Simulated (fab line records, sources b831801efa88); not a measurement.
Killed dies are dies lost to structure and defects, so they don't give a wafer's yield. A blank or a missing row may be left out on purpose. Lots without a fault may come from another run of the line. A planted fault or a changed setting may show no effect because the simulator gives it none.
fab line records | flow sky130
record lots=11 wafers=33 last_day=50
route steps=708 shown VIA1@480 METAL2@484 PAD_OPEN@708
lots that met no fault: from a run of the same line without faults
start_h: hours from the record's first day to the start of the lot's first wafer shown | wait_h: hours since the lot's step before | " the same as in the row above | L1.1+2: a row that stands for several wafers | - no value, or no start given | * or withheld: withheld | < > ~ a bound
route shown NAME@n: a module of which the file shows steps, and the number in the route of the first | usual: mean/standard deviation of fault-free wafers | same: alike in all rows | chamber/n: place in a boat | sites: the reading at each site | _std_site: their standard deviation | _edge_site: outer sites' mean less inner sites' | radius_mm: how far each site lies from the wafer's centre | mask NAME#n: copy n | behind: the tool/chamber that last shaped the wafer | hold: why the lot was held/for how many hours/how that ended | device: the transistor (n, p or np) that didn't switch | end of line: the same wafers' tests at the end of the route | a step without rows: its recipe alone | killed: dies lost to structure and defects at the first sort, not the wafer's yield | map: a wafer's dies, x killed, . not, _ none there
set.NAME: the setting as run; set.NAME@STEP: as run at that earlier step | model.NAME: the simulator's own value behind a step, which no gauge read
steps of the route over a sample of lots; a table a step, a row a wafer
services: from which hour (start_h, from the record's first day; less than 0 if before it) a tool's chamber was out of use, for how many hours, and why
## steps
# step SKY_VIA1_RS_MEAS_22
# recipe thk_meas_gauge=four-point-probe reads=W_of_VIA1_CVD_21+TiN_of_VIA1_SPUTTER_20
# usual VIA1_W_RS=0.422/0.0085
# columns lot.wafer tool chamber start_h wait_h VIA1_W_RS[ohm/sq]
L780.1 film_metro-02 - 807.73 0.1 0.427
L780.3 " - " " 0.423
L780.4 " - " " 0.427
L781.2 film_metro-01 - 810.76 0.1 0.426
L781.3 " - " " 0.422
L781.4 " - " " 0.424
L785.1 film_metro-03 - 841.04 0.1 0.408
L785.4 " - " " 0.407
L785.6 " - " " 0.410
L784.2 film_metro-03 - 842.53 0.1 0.431
L784.3 " - " " 0.411
L784.5 " - " " 0.410
L786.2 film_metro-01 - 849.30 0.1 0.432
L786.3 " - " " 0.431
L786.6 " - " " 0.427
L787.2 film_metro-03 - 852.15 0.1 0.419
L787.4 " - " " 0.423
L787.5 " - " " 0.425
L792.1 film_metro-03 - 884.02 0.1 0.422
L792.2 " - " " 0.419
L792.4 " - " " 0.427
L798.3 film_metro-03 - 935.41 0.1 0.417
L798.4 " - " " 0.435
L798.6 " - " " 0.417
L799.1 film_metro-03 - 937.17 0.1 0.425
L799.4 " - " " 0.417
L799.5 " - " " 0.406
L800.1 film_metro-03 - 951.20 0.1 0.422
L800.5 " - " " 0.419
L800.6 " - " " 0.436
L802.1 film_metro-02 - 954.69 0.1 0.426
L802.4 " - " " 0.427
L802.6 " - " " 0.411
# step SKY_VIA1_THK_MEAS_23
# recipe thk_meas_gauge=xrf reads=W_of_VIA1_CVD_21
# usual VIA1_W_THK=268/5.8
# columns lot.wafer tool chamber start_h wait_h VIA1_W_THK[nm]
L780.1 film_metro-02 - 807.85 0.1 267
L780.3 " - " " 271
L780.4 " - " " 267
L781.2 film_metro-01 - 810.87 0.1 264
L781.3 " - " " 264
L781.4 " - " " 263
L785.1 film_metro-03 - 841.16 0.1 279
L785.4 " - " " 278
L785.6 " - " " 277
L784.2 film_metro-03 - 842.64 0.1 265
L784.3 " - " " 276
L784.5 " - " " 277
L786.2 film_metro-01 - 849.41 0.1 259
L786.3 " - " " 258
L786.6 " - " " 262
L787.2 film_metro-03 - 852.26 0.1 272
L787.4 " - " " 269
L787.5 " - " " 267
L792.1 film_metro-03 - 884.14 0.1 269
L792.2 " - " " 269
L792.4 " - " " 265
L798.3 film_metro-03 - 935.51 0.1 272
L798.4 " - " " 262
L798.6 " - " " 273
L799.1 film_metro-03 - 937.29 0.1 264
L799.4 " - " " 268
L799.5 " - " " 278
L800.1 film_metro-03 - 951.32 0.1 267
L800.5 " - " " 269
L800.6 " - " " 259
L802.1 film_metro-02 - 954.81 0.1 266
L802.4 " - " " 266
L802.6 " - " " 276
# step SKY_METAL2_SPUTTER_01
# recipe material=TiN target_thk_nm=20 power_w=6500 time_s=16.7 chamber_pressure_pa=0.4
# usual chamber_pressure_pa=0.3999/0.00085 throttle_valve_pct=30.1/1
# columns lot.wafer tool chamber start_h wait_h chamber_pressure_pa throttle_valve_pct
L780.1 pvd_sputter-01 - 808.24 0.0 0.3998 31.2
L780.3 " - " " 0.3998 30.1
L780.4 " - " " 0.4000 30.2
L781.2 pvd_sputter-01 - 811.24 0.0 0.3996 30.2
L781.3 " - " " 0.4000 30.4
L781.4 " - " " 0.4003 30.3
L785.1 pvd_sputter-01 - 841.54 0.0 0.3995 30.2
L785.4 " - " " 0.3997 31.3
L785.6 " - " " 0.3997 30.1
L784.2 pvd_sputter-04 - 843.01 0.0 0.3987 30.3
L784.3 " - " " 0.3995 27.6
L784.5 " - " " 0.4005 30.1
L786.2 pvd_sputter-04 - 849.78 0.0 0.4004 30.3
L786.3 " - " " 0.4014 31.4
L786.6 " - " " 0.4012 31.1
L787.2 pvd_sputter-04 - 852.64 0.0 0.4009 30.4
L787.4 " - " " 0.4008 30.5
L787.5 " - " " 0.4006 28.1
L792.1 pvd_sputter-02 - 884.52 0.0 0.4000 30.5
L792.2 " - " " 0.4001 29.5
L792.4 " - " " 0.4009 30.0
L798.3 pvd_sputter-04 - 935.87 0.0 0.3996 29.9
L798.4 " - " " 0.3996 31.2
L798.6 " - " " 0.3993 30.3
L799.1 pvd_sputter-02 - 937.67 0.0 0.3989 29.9
L799.4 " - " " 0.3995 30.1
L799.5 " - " " 0.3999 29.2
L800.1 pvd_sputter-04 - 951.70 0.0 0.3996 30.7
L800.5 " - " " 0.4003 31.2
L800.6 " - " " 0.3998 30.7
L802.1 pvd_sputter-04 - 955.19 0.0 0.4003 30.7
L802.4 " - " " 0.4005 28.4
L802.6 " - " " 0.3993 30.7
# step SKY_METAL2_METAL_ETCH_19
# recipe target_depth_a=3600 stop_on=SiO2 over_etch_frac=0.3 time_s=78 chemistry=Cl2/BCl3 resist_sidewall_deg=88 pressure_mtorr=10 icp_w=900 bias_w=48.5 Cl2_flow_sccm=60 bcl3_flow_sccm=30
# usual bcl3_flow_sccm=30.00/0.078 bias_w=48.50/0.15 drypump_motor_current_A=5.8/0.33 oes_product_au=0.854/0.0074 throttle_valve_pct=22.264/0.009
# columns lot.wafer tool chamber start_h wait_h bcl3_flow_sccm bias_w drypump_motor_current_A oes_product_au rf_hours_counter_h throttle_valve_pct
L780.1 rie_metal-04 1 834.90 0.0 29.95 48.45 5.5 0.856 11 22.274
L780.3 " 0 " " 30.14 48.70 5.7 0.857 - 22.267
L780.4 " 1 " " 30.00 48.40 5.5 0.852 - 22.265
L781.2 rie_metal-02 0 836.52 0.1 30.03 48.52 6.3 0.860 - 22.274
L781.3 " 0 " " 29.99 48.54 6.3 0.858 - 22.267
L781.4 " 0 " " 29.97 48.51 6.3 0.862 - 22.255
L785.1 rie_metal-04 1 868.03 0.0 29.83 48.46 5.5 0.858 13 22.256
L785.4 " 0 " " 29.99 48.58 5.7 0.842 - 22.263
L785.6 " 1 " " 29.97 48.24 5.5 0.863 - 22.261
L784.2 rie_metal-03 0 869.30 0.0 29.96 48.58 5.7 0.847 8 22.246
L784.3 " 0 " " 30.01 48.63 5.6 0.857 - 22.255
L784.5 " 0 " " 29.94 48.64 5.7 0.834 - 22.277
L786.2 rie_metal-04 1 875.88 0.0 - - - - - -
L786.3 " 1 " " - - - - - -
L786.6 " 1 " " - - - - - -
L787.2 rie_metal-04 1 879.15 0.0 - - - - - -
L787.4 " 1 " " - - - - - -
L787.5 " 1 " " - - - - - -
L792.1 rie_metal-02 0 910.42 0.1 29.98 48.65 6.3 0.855 7 22.262
L792.2 " 0 " " 29.98 48.46 6.3 0.857 - 22.267
L792.4 " 0 " " 29.87 48.39 6.3 0.862 - 22.252
L798.3 rie_metal-04 0 960.48 0.1 29.91 48.40 5.7 0.847 - 22.257
L798.4 " 0 " " 29.98 48.58 5.7 0.857 - 22.268
L798.6 " 0 " " 29.98 48.45 5.7 0.833 - 22.265
L799.1 rie_metal-02 1 961.45 0.0 29.98 48.73 5.3 0.858 2 22.267
L799.4 " 0 " " 30.05 48.35 6.3 0.851 - 22.256
L799.5 " 0 " " 30.00 48.47 6.3 0.854 - 22.253
L800.1 rie_metal-02 0 976.03 0.0 29.87 48.72 6.3 0.851 10 22.285
L800.5 " 0 " " 29.92 48.52 6.3 0.850 - 22.254
L800.6 " 1 " " 29.97 48.50 5.3 0.849 - 22.284
L802.1 rie_metal-03 0 979.63 0.0 30.07 48.65 5.7 0.862 13 22.258
L802.4 " 1 " " 30.10 48.36 5.9 0.855 - 22.271
L802.6 " 1 " " 30.13 48.38 5.9 0.856 - 22.261
# step SKY_METAL2_STRIP_20
# recipe chemistry=O2/N2 power_w=1400 pressure_mtorr=1500 platen_temp_c=withheld o2_flow_sccm=3000 n2_flow_sccm=300 overash_fraction=0.5
# usual drypump_motor_current_A=5.7/0.5 oes_product_au=0.343/0.0051 strip_time_to_endpoint_s=2.69/0.036
# columns lot.wafer tool chamber start_h wait_h drypump_motor_current_A oes_product_au rf_hours_counter_h strip_time_to_endpoint_s
L780.1 plasma_asher-02 0 834.99 0.1 5.6 0.339 9 2.72
L780.3 " 1 " " 5.3 0.339 - 2.75
L780.4 " 0 " " 5.7 0.340 - 2.76
L781.2 plasma_asher-04 1 836.67 0.1 6.4 0.336 69 2.67
L781.3 " 0 " " 6.0 0.336 - 2.67
L781.4 " 1 " " 6.5 0.337 - 2.67
L785.1 plasma_asher-03 1 868.12 0.1 5.9 0.349 42 2.73
L785.4 " 0 " " 4.7 0.339 - 2.69
L785.6 " 0 " " 4.7 0.341 - 2.73
L784.2 plasma_asher-04 1 869.39 0.1 6.5 0.340 72 2.68
L784.3 " 1 " " 6.5 0.339 - 2.65
L784.5 " 1 " " 6.5 0.336 - 2.67
L786.2 plasma_asher-02 1 875.97 0.1 5.3 0.445 14 5.20
L786.3 " 0 " " 5.6 0.445 - 5.20
L786.6 " 0 " " 5.6 0.448 - 5.21
L787.2 plasma_asher-02 1 879.24 0.1 5.3 0.433 14 5.24
L787.4 " 0 " " 5.6 0.454 - 5.21
L787.5 " 0 " " 5.7 0.446 - 5.23
L792.1 plasma_asher-04 0 910.60 0.1 6.0 0.340 76 2.71
L792.2 " 1 " " 6.5 0.349 76 2.72
L792.4 " 0 " " 6.0 0.340 - 2.71
L798.3 plasma_asher-02 0 960.64 0.1 5.6 0.337 - 2.71
L798.4 " 1 " " 5.3 0.349 - 2.69
L798.6 " 1 " " 5.2 0.350 - 2.73
L799.1 plasma_asher-04 1 961.54 0.1 6.5 0.349 81 2.73
L799.4 " 1 " " 6.5 0.346 - 2.68
L799.5 " 1 " " 6.5 0.347 - 2.65
L800.1 plasma_asher-02 0 976.12 0.1 5.7 0.337 24 2.63
L800.5 " 1 " " 5.2 0.343 - 2.67
L800.6 " 0 " " 5.6 0.345 - 2.69
L802.1 plasma_asher-04 1 979.72 0.1 6.5 0.351 83 2.71
L802.4 " 1 " " 6.5 0.342 - 2.68
L802.6 " 1 " " 6.5 0.340 - 2.67
# step SKY_PAD_OPEN_PROBE_99
# usual defect_limited_yield=82.4/1.9 killed_at_M0_to_M3=43/6.5 killed_at_M4_up=3.3/2 killed_at_contacts=24/5.2 killed_at_front_end=16/4.2 killed_at_other=0.3/0.6 killed_dies=87/9.3 killed_on_rim=18/4.2 killed_open=47/7.8 killed_short=39/6.2 sort_bin_3_pad_short=0.9/0.42 sort_bin_5_function=10.5/1.4 sort_bin_6_memory=6.3/0.97 sort_n_pass=405/9.3 sort_yield_pct=82.4/1.9
# same gross_dies=492 killed_at_back_side=0 sort_bin_4_leakage[%]=0 sort_bin_8_speed[%]=0
# columns lot.wafer tool chamber start_h wait_h defect_limited_yield[%] killed_at_M0_to_M3 killed_at_M4_up killed_at_contacts killed_at_front_end killed_at_other killed_dies killed_on_rim killed_open killed_short sort_bin_3_pad_short[%] sort_bin_5_function[%] sort_bin_6_memory[%] sort_n_pass sort_yield_pct[%]
L780.1 prober-01 - 1085.23 0.1 83.5 35 3 23 19 1 81 13 41 40 1.2 8.3 6.9 411 83.5
L780.3 prober-01 - 1085.33 0.2 83.3 37 2 22 21 0 82 16 47 34 0.6 7.9 8.1 410 83.3
L780.4 prober-01 - 1085.38 0.2 82.1 44 1 22 21 0 88 16 45 43 0.2 11.0 6.7 404 82.1
L781.2 prober-01 - 1088.39 0.1 81.1 52 3 23 15 0 93 25 54 39 1.2 10.8 6.9 399 81.1
L781.3 prober-01 - 1088.44 0.2 80.7 43 2 38 12 0 95 18 64 31 0.4 12.4 6.5 397 80.7
L781.4 prober-01 - 1088.49 0.2 81.1 48 1 30 14 0 93 24 52 41 0.2 13.0 5.7 399 81.1
L785.1 prober-02 - 1111.55 0.1 81.5 37 3 29 21 1 91 17 55 36 0.8 11.6 6.1 401 81.5
L785.4 prober-02 - 1111.70 0.2 82.5 34 2 23 26 1 86 14 39 47 0.4 11.2 5.9 406 82.5
L785.6 prober-02 - 1111.80 0.2 83.3 35 4 27 16 0 82 15 47 35 0 10.8 5.9 410 83.3
L784.2 prober-01 - 1112.85 0.1 82.7 45 1 29 10 0 85 11 47 38 0.8 10.4 6.1 407 82.7
L784.3 prober-01 - 1112.90 0.2 82.3 38 4 24 21 0 87 15 49 36 0.4 11.0 6.3 405 82.3
L784.5 prober-01 - 1113.00 0.2 82.7 46 3 24 12 0 85 15 56 29 0.4 9.8 7.1 407 82.7
L786.2 prober-02 - 1118.68 0.1 0 445 3 34 10 0 492 96 59 38 0.8 92.5 6.7 0 0
L786.3 prober-02 - 1118.73 0.2 0 459 4 23 6 0 492 96 38 41 0.8 94.7 4.5 0 0
L786.6 prober-02 - 1118.88 0.2 0 450 7 24 11 0 492 96 45 40 1.4 93.1 5.5 0 0
L787.2 prober-01 - 1121.39 0.1 0 447 3 32 10 0 492 96 47 41 0.4 92.3 7.3 0 0
L787.4 prober-01 - 1121.49 0.2 0 447 1 23 20 1 492 96 44 40 1.2 92.7 6.1 0 0
L787.5 prober-01 - 1121.54 0.2 0 456 3 22 11 0 492 96 47 24 0.2 95.1 4.7 0 0
L792.1 prober-01 - 1144.40 0.1 81.1 38 2 29 23 1 93 19 50 43 0.4 11.4 7.1 399 81.1
L792.2 prober-01 - 1144.45 0.1 79.3 46 3 33 20 0 102 18 69 33 0.8 14.0 5.9 390 79.3
L792.4 prober-01 - 1144.55 0.2 80.5 48 1 31 15 1 96 19 51 45 2.0 11.2 6.3 396 80.5
L798.3 prober-02 - 1180.50 0.2 83.5 44 4 18 15 0 81 15 33 45 0.8 8.7 6.9 411 83.5
L798.4 prober-02 - 1180.55 0.2 84.1 33 4 23 18 0 78 17 43 35 0.6 8.9 6.3 414 84.1
L798.6 prober-02 - 1180.65 0.2 83.1 39 7 26 10 1 83 17 42 41 1.4 9.8 5.7 409 83.1
L799.1 prober-01 - 1181.55 0.1 82.3 38 7 22 20 0 87 19 53 33 1.4 8.3 7.9 405 82.3
L799.4 prober-01 - 1181.70 0.2 82.7 39 4 23 19 0 85 20 39 45 0.6 11.6 5.1 407 82.7
L799.5 prober-01 - 1181.75 0.2 79.9 51 6 21 21 0 99 29 47 52 1.0 11.8 7.3 393 79.9
L800.1 prober-02 - 1190.52 0.1 85.2 42 2 16 13 0 73 13 42 31 1.2 6.9 6.7 419 85.2
L800.5 prober-02 - 1190.72 0.2 85.0 32 1 24 17 0 74 18 33 39 0.8 9.3 4.9 418 85.0
L800.6 prober-02 - 1190.77 0.2 82.5 43 4 17 20 2 86 19 46 39 0.6 9.8 7.1 406 82.5
L802.1 prober-02 - 1193.09 0.1 79.5 47 2 27 25 0 101 23 46 55 1.4 12.6 6.5 391 79.5
L802.4 prober-02 - 1193.24 0.2 79.7 49 5 27 19 0 100 20 47 53 0.8 12.0 7.5 392 79.7
L802.6 prober-02 - 1193.34 0.2 83.1 52 3 17 11 0 83 19 49 34 0.4 10.2 6.3 409 83.1
# killed by level:class
L780.1 CONTACT:geometric_particle:open=12 VIA1:geometric_particle:open=7 FIELD_ISO:geometric_particle:short=6 LI_CONTACT:geometric_particle:open=6 VIA1:geometric_particle:short=6 METAL2:geometric_particle:short=5 POLY_GATE:geometric_particle:open=5 METAL1:geometric_particle:short=4
L780.3 VIA2:geometric_particle:open=8 POLY_GATE:geometric_particle:open=7 CONTACT:geometric_particle:open=7 METAL2:geometric_particle:short=6 METAL1:geometric_particle:short=5 VIA1:geometric_particle:open=5 FIELD_ISO:geometric_particle:open=4 LI_CONTACT:geometric_particle:short=4
L780.4 VIA1:geometric_particle:open=13 POLY_GATE:geometric_particle:short=9 METAL2:geometric_particle:short=7 POLY_GATE:geometric_particle:open=6 CONTACT:geometric_particle:open=6 METAL1:geometric_particle:short=6 LI_CONTACT:geometric_particle:open=5 VIA3:geometric_particle:open=5
L781.2 VIA1:geometric_particle:open=14 METAL2:geometric_particle:short=12 CONTACT:geometric_particle:open=11 VIA3:geometric_particle:open=9 LI_CONTACT:geometric_particle:open=6 LOCAL_INTERCONNECT:geometric_particle:short=6 FIELD_ISO:geometric_particle:open=5 METAL1:geometric_particle:short=4
L781.3 CONTACT:geometric_particle:open=15 LI_CONTACT:geometric_particle:open=12 VIA2:geometric_particle:open=11 VIA1:geometric_particle:open=10 CONTACT:geometric_particle:short=7 FIELD_ISO:geometric_particle:short=5 METAL1:geometric_particle:short=5 METAL2:geometric_particle:short=4
L781.4 CONTACT:geometric_particle:open=13 VIA1:geometric_particle:open=11 FIELD_ISO:geometric_particle:short=7 LI_CONTACT:geometric_particle:open=7 VIA3:geometric_particle:open=7 VIA1:geometric_particle:short=6 METAL2:geometric_particle:short=6 VIA2:geometric_particle:open=5
L785.1 VIA2:geometric_particle:open=9 POLY_GATE:geometric_particle:open=8 LI_CONTACT:geometric_particle:open=8 CONTACT:geometric_particle:open=8 VIA1:geometric_particle:open=8 LI_CONTACT:geometric_particle:short=5 LOCAL_INTERCONNECT:geometric_particle:short=5 METAL2:geometric_particle:short=5
L785.4 FIELD_ISO:geometric_particle:open=7 FIELD_ISO:geometric_particle:short=7 LOCAL_INTERCONNECT:geometric_particle:short=7 METAL2:geometric_particle:short=7 CONTACT:geometric_particle:short=6 CONTACT:geometric_particle:open=6 VIA3:geometric_particle:open=6 VIA2:geometric_particle:open=5
L785.6 VIA2:geometric_particle:open=11 CONTACT:geometric_particle:open=9 FIELD_ISO:geometric_particle:short=6 LI_CONTACT:geometric_particle:open=6 VIA1:geometric_particle:open=6 LOCAL_INTERCONNECT:geometric_particle:short=5 CONTACT:geometric_particle:short=5 VIA3:geometric_particle:open=5
L784.2 VIA1:geometric_particle:open=13 LI_CONTACT:geometric_particle:open=10 CONTACT:geometric_particle:open=8 METAL3:geometric_particle:short=6 VIA1:geometric_particle:short=5 LOCAL_INTERCONNECT:geometric_particle:short=5 METAL1:geometric_particle:short=5 METAL2:geometric_particle:short=4
L784.3 VIA1:geometric_particle:open=13 LI_CONTACT:geometric_particle:open=8 CONTACT:geometric_particle:open=8 FIELD_ISO:geometric_particle:open=7 VIA1:geometric_particle:short=5 METAL2:geometric_particle:short=5 FIELD_ISO:geometric_particle:short=4 VIA2:geometric_particle:open=4
L784.5 VIA2:geometric_particle:open=10 LI_CONTACT:geometric_particle:open=9 VIA1:geometric_particle:open=9 VIA3:geometric_particle:open=8 CONTACT:geometric_particle:open=6 CONTACT:geometric_particle:short=4 METAL1:geometric_particle:short=4 METAL2:geometric_particle:short=4
L786.2 METAL2:area_etch=395 CONTACT:geometric_particle:open=13 VIA1:geometric_particle:open=12 VIA3:geometric_particle:open=8 VIA2:geometric_particle:short=7 VIA2:geometric_particle:open=7 LOCAL_INTERCONNECT:geometric_particle:short=6 LI_CONTACT:geometric_particle:open=6
L786.3 METAL2:area_etch=413 VIA1:geometric_particle:open=10 CONTACT:geometric_particle:open=8 METAL1:geometric_particle:short=7 VIA2:geometric_particle:open=6 CONTACT:geometric_particle:short=5 LI_CONTACT:geometric_particle:open=5 VIA3:geometric_particle:open=5
L786.6 METAL2:area_etch=406 CONTACT:geometric_particle:open=11 VIA1:geometric_particle:open=9 VIA2:geometric_particle:open=8 CONTACT:geometric_particle:short=7 POLY_GATE:geometric_particle:short=5 METAL1:geometric_particle:short=5 METAL2:geometric_particle:short=5
L787.2 METAL2:area_etch=404 CONTACT:geometric_particle:open=10 VIA2:geometric_particle:open=10 VIA1:geometric_particle:open=8 LI_CONTACT:geometric_particle:open=6 CONTACT:geometric_particle:short=6 VIA1:geometric_particle:short=6 FIELD_ISO:geometric_particle:open=5
L787.4 METAL2:area_etch=408 VIA1:geometric_particle:open=11 CONTACT:geometric_particle:open=9 FIELD_ISO:geometric_particle:short=6 LI_CONTACT:geometric_particle:open=6 CONTACT:geometric_particle:short=5 POLY_GATE:geometric_particle:short=4 VIA1:geometric_particle:short=4
L787.5 METAL2:area_etch=421 LI_CONTACT:geometric_particle:open=8 VIA1:geometric_particle:open=8 CONTACT:geometric_particle:open=6 VIA3:geometric_particle:open=6 CONTACT:geometric_particle:short=5 METAL2:geometric_particle:open=5 POLY_GATE:geometric_particle:open=4
L792.1 VIA1:geometric_particle:open=9 CONTACT:geometric_particle:open=9 VIA2:geometric_particle:open=8 VIA3:geometric_particle:open=8 FIELD_ISO:geometric_particle:open=7 CONTACT:geometric_particle:short=7 LI_CONTACT:geometric_particle:open=6 LOCAL_INTERCONNECT:geometric_particle:short=6
L792.2 VIA1:geometric_particle:open=16 CONTACT:geometric_particle:open=13 LI_CONTACT:geometric_particle:open=10 POLY_GATE:geometric_particle:open=7 FIELD_ISO:geometric_particle:short=6 VIA3:geometric_particle:open=6 VIA2:geometric_particle:open=6 CONTACT:geometric_particle:short=5
L792.4 VIA1:geometric_particle:open=12 CONTACT:geometric_particle:open=10 LI_CONTACT:geometric_particle:open=9 VIA2:geometric_particle:open=7 CONTACT:geometric_particle:short=6 VIA1:geometric_particle:short=6 METAL2:geometric_particle:short=6 VIA2:geometric_particle:short=5
L798.3 LI_CONTACT:geometric_particle:open=7 METAL1:geometric_particle:short=7 VIA1:geometric_particle:open=7 METAL2:geometric_particle:short=6 POLY_GATE:geometric_particle:short=5 CONTACT:geometric_particle:open=5 VIA1:geometric_particle:short=5 VIA3:geometric_particle:short=5
L798.4 CONTACT:geometric_particle:open=7 VIA2:geometric_particle:open=7 FIELD_ISO:geometric_particle:open=6 VIA1:geometric_particle:open=6 VIA3:geometric_particle:open=6 LOCAL_INTERCONNECT:geometric_particle:short=5 FIELD_ISO:geometric_particle:short=4 LI_CONTACT:geometric_particle:short=4
L798.6 VIA1:geometric_particle:open=12 CONTACT:geometric_particle:open=11 LOCAL_INTERCONNECT:geometric_particle:short=6 METAL2:geometric_particle:short=6 METAL4:geometric_particle:short=6 LI_CONTACT:geometric_particle:open=5 METAL1:geometric_particle:short=5 VIA1:geometric_particle:short=4
L799.1 VIA1:geometric_particle:open=16 CONTACT:geometric_particle:open=8 POLY_GATE:geometric_particle:open=5 METAL1:geometric_particle:short=5 CONTACT:geometric_particle:short=4 LI_CONTACT:geometric_particle:open=4 LOCAL_INTERCONNECT:geometric_particle:short=4 VIA2:geometric_particle:open=4
L799.4 CONTACT:geometric_particle:short=7 VIA1:geometric_particle:open=7 METAL2:geometric_particle:short=6 FIELD_ISO:geometric_particle:open=6 VIA2:geometric_particle:open=6 VIA3:geometric_particle:open=6 LOCAL_INTERCONNECT:geometric_particle:short=5 CONTACT:geometric_particle:open=5
L799.5 LI_CONTACT:geometric_particle:open=8 VIA1:geometric_particle:short=8 POLY_GATE:geometric_particle:open=7 VIA1:geometric_particle:open=7 METAL3:geometric_particle:short=7 FIELD_ISO:geometric_particle:open=6 METAL2:geometric_particle:short=6 METAL1:geometric_particle:short=6
L800.1 VIA1:geometric_particle:open=9 VIA2:geometric_particle:open=9 CONTACT:geometric_particle:open=8 METAL1:geometric_particle:short=5 VIA1:geometric_particle:short=5 FIELD_ISO:geometric_particle:short=4 POLY_GATE:geometric_particle:open=3 POLY_GATE:geometric_particle:short=3
L800.5 LI_CONTACT:geometric_particle:open=9 METAL1:geometric_particle:short=8 POLY_GATE:geometric_particle:short=6 CONTACT:geometric_particle:open=5 VIA2:geometric_particle:open=5 LOCAL_INTERCONNECT:geometric_particle:short=4 CONTACT:geometric_particle:short=4 METAL3:geometric_particle:short=4
L800.6 VIA1:geometric_particle:open=10 METAL1:geometric_particle:short=8 VIA3:geometric_particle:open=7 VIA2:geometric_particle:open=7 POLY_GATE:geometric_particle:open=5 POLY_GATE:geometric_particle:short=4 LI_CONTACT:geometric_particle:open=4 CONTACT:geometric_particle:short=4
L802.1 FIELD_ISO:geometric_particle:short=10 METAL1:geometric_particle:short=9 VIA3:geometric_particle:open=8 LOCAL_INTERCONNECT:geometric_particle:short=7 VIA1:geometric_particle:open=7 FIELD_ISO:geometric_particle:open=6 VIA2:geometric_particle:open=6 CONTACT:geometric_particle:open=6
L802.4 VIA1:geometric_particle:open=12 METAL1:geometric_particle:short=8 CONTACT:geometric_particle:open=7 METAL2:geometric_particle:short=7 LI_CONTACT:geometric_particle:open=6 FIELD_ISO:geometric_particle:short=5 LOCAL_INTERCONNECT:geometric_particle:short=5 CONTACT:geometric_particle:short=5
L802.6 VIA1:geometric_particle:open=13 VIA3:geometric_particle:open=9 VIA2:geometric_particle:open=8 CONTACT:geometric_particle:open=7 VIA1:geometric_particle:short=7 METAL2:geometric_particle:short=6 METAL1:geometric_particle:short=6 CONTACT:geometric_particle:short=4
## services
# columns tool chamber start_h hours kind
plasma_asher-03 - 790.63 4.8 repair
pvd_sputter-04 - 811.55 4.1 repair
rie_metal-02 0 817.11 12.6 repair
pvd_sputter-01 - 818.41 4.4 repair
plasma_asher-04 - 821.47 3.0 repair
rie_metal-02 1 829.55 22.2 repair
rie_metal-02 - 840.16 0.6 repair
pvd_sputter-04 0 843.13 - consumable_replace:kit
pvd_sputter-04 0 843.13 18.0 scheduled_down
pvd_sputter-04 0 843.13 18.0 vent_cycle
rie_metal-02 - 869.32 0.7 repair
rie_metal-02 1 893.90 - clean
rie_metal-02 1 893.90 25.7 scheduled_down
rie_metal-02 1 893.90 25.7 vent_cycle
pvd_sputter-01 2 894.03 - consumable_replace:kit
pvd_sputter-01 - 896.56 1.6 repair
plasma_asher-04 - 901.03 2.8 repair
pvd_sputter-01 - 913.08 15.4 repair
pvd_sputter-01 - 937.92 5.3 repair
pvd_sputter-02 - 949.04 2.1 repair
rie_metal-04 1 952.12 10.9 repair
pvd_sputter-02 - 953.54 2.9 repair
plasma_asher-03 - 974.55 14.6 pm
rie_metal-04 - 979.42 0.7 repair
## key
first_sign step=SKY_METAL2_METAL_ETCH_19 reading=tool_record direction=missing
effect step=SKY_METAL2_STRIP_20 reading=strip_time_to_endpoint_s direction=up sigmas=69 usual=* struck=*
effect step=SKY_PAD_OPEN_PROBE_99 reading=killed_at_M0_to_M3 direction=up sigmas=63 usual=43 struck=451
more_kills_born_at SKY_METAL2_METAL_ETCH_19@rie_metal-04=2447
met_at SKY_METAL2_METAL_ETCH_19
struck_lots L786,L787
later_rows_left_out L786.2,L786.3,L786.6,L787.2,L787.4,L787.5
not_acting_at SKY_VIA1_RS_MEAS_22,SKY_VIA1_THK_MEAS_23,SKY_METAL2_SPUTTER_01
onset_between 868.03 875.88
fault kind=skipped_step_whole tool=rie_metal-04 chamber=- onset_h=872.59 steps=SKY_METAL2_METAL_ETCH_19 scope=struck_lots_only
# later_rows_left_out: the simulator's readings of these wafers behind a module that went badly wrong aren't trusted and aren't shown, but for the sort
